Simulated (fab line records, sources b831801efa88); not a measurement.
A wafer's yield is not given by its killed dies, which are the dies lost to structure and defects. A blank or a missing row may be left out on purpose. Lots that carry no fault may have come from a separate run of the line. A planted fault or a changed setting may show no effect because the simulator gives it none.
A lot that was struck, set against a sound lot | flow gf180mcu | 15 out of 602 route steps
Sound: the wafers L302.3, L302.5, L302.6. Wafers struck: L309.1, L309.2, L309.4. The cause comes at the end.
Per side, at each step with rows, come the tool, then ch with its chambers, and then its first start. Under that, the readings that differ: sound wafers | struck wafers | difference of the means | sigmas: that difference in standard deviations of wafers without a fault.
alike: readings with means less than 2 such deviations apart, plus words and numbers identical on both sides. not compared: withheld readings, readings lacking a value on some wafer, bounds such as >300 that could conceal the same value, and numbers that have no deviation in the record and whose values overlap.
Wherever a step has rows on one side only, a row that says differs or no value, or a row with sigmas, the two part there. When numbers do not overlap yet have no deviation, they are printed without sigmas and do not part them. A reading missing from all wafers of one side parts the sides only when that side holds two or more wafers.

GF_POLY_GATE_THK_MEAS_01:
  sound: filmMetro-01 at day 9 06:01; struck: filmMetro-02 at day 11 12:57
  alike: POLY_GATE_CVD_00_THK
then, 8 steps without rows for these wafers: GF_POLY_GATE_DEHYDRATE_02 (time 60 s); GF_POLY_GATE_HMDS_03 (prime time 60 s); GF_POLY_GATE_COAT_04; GF_POLY_GATE_COAT_05 (resist thk 700 nm); GF_POLY_GATE_SOFTBAKE_06 (time 60 s); GF_POLY_GATE_EXPOSE_07 (exposes mask Poly2, target cd 280 nm); GF_POLY_GATE_PEB_08 (peb time 90 s); GF_POLY_GATE_DEVELOP_09 (develop time 60 s).
GF_POLY_GATE_CD_MEAS_10: the cd target is 280 nm.
  sound: cdSem-01 at day 9 23:26; struck: cdSem-01 at day 12 08:53
reading   | sound             | struck            | difference | sigmas
cdNm (nm) | 280.2 280.0 279.3 | 276.6 278.0 277.4 | -2.5       | -2
GF_POLY_GATE_OVL_MEAS_11:
  sound: overlay-02 at day 9 23:31; struck: overlay-02 at day 12 09:01
  alike: POLY_GATE_OVL
GF_POLY_GATE_ETCH_12: etches BARC in N2/H2.
  sound on rieDiel-01 ch 2,3, day 9 23:33; struck on rieDiel-01 ch 1,3, day 12 09:02
  alike: drypumpMotorCurrentA, n2FlowSccm, oesProductAu, throttleValvePct
GF_POLY_GATE_ETCH_13: etches poly-Si in HBr/Cl2, stops on SiO2, target depth 198.5 nm, time 69.6 s.
  sound on rieSi-02 ch 0,1, day 9 23:36; struck on rieSi-02 ch 0,2,3, day 12 09:05
reading                                         | sound             | struck            | difference | sigmas
oesProductAu (a.u.)                             | 0.985 0.980 0.998 | 0.946 0.944 0.947 | -0.042     | -5
runLengthS (s)                                  | 97.2 98.2 97.4    | 102.8 102.6 103.2 | +5.3       | +12
model.SiO2_of_DUAL_GATE_OXIDATION_02.thkNm (nm) | 14.65 14.63 14.46 | 14.16 14.38 14.31 | -0.30      | 
  alike: drypumpMotorCurrentA, throttleValvePct
  not compared: rfHoursCounterH
GF_POLY_GATE_STRIP_14: strips in O2/N2.
  sound on plasmaAsher-01 ch 0,1, day 9 23:41; struck on plasmaAsher-04 ch 0,1, day 12 09:09
  alike: drypumpMotorCurrentA, heaterPowerW, n2FlowSccm, oesProductAu
  not compared: rfHoursCounterH
GF_PASSIVATION_PROBE_99:
  the record has rows for the sound wafers here (prober-01, day 30 05:41) and none for the struck ones

## WHERE THEY PART
Earliest at GF_POLY_GATE_CD_MEAS_10; latest, in this record, at GF_PASSIVATION_PROBE_99.

WHY: what had been put in by the simulator
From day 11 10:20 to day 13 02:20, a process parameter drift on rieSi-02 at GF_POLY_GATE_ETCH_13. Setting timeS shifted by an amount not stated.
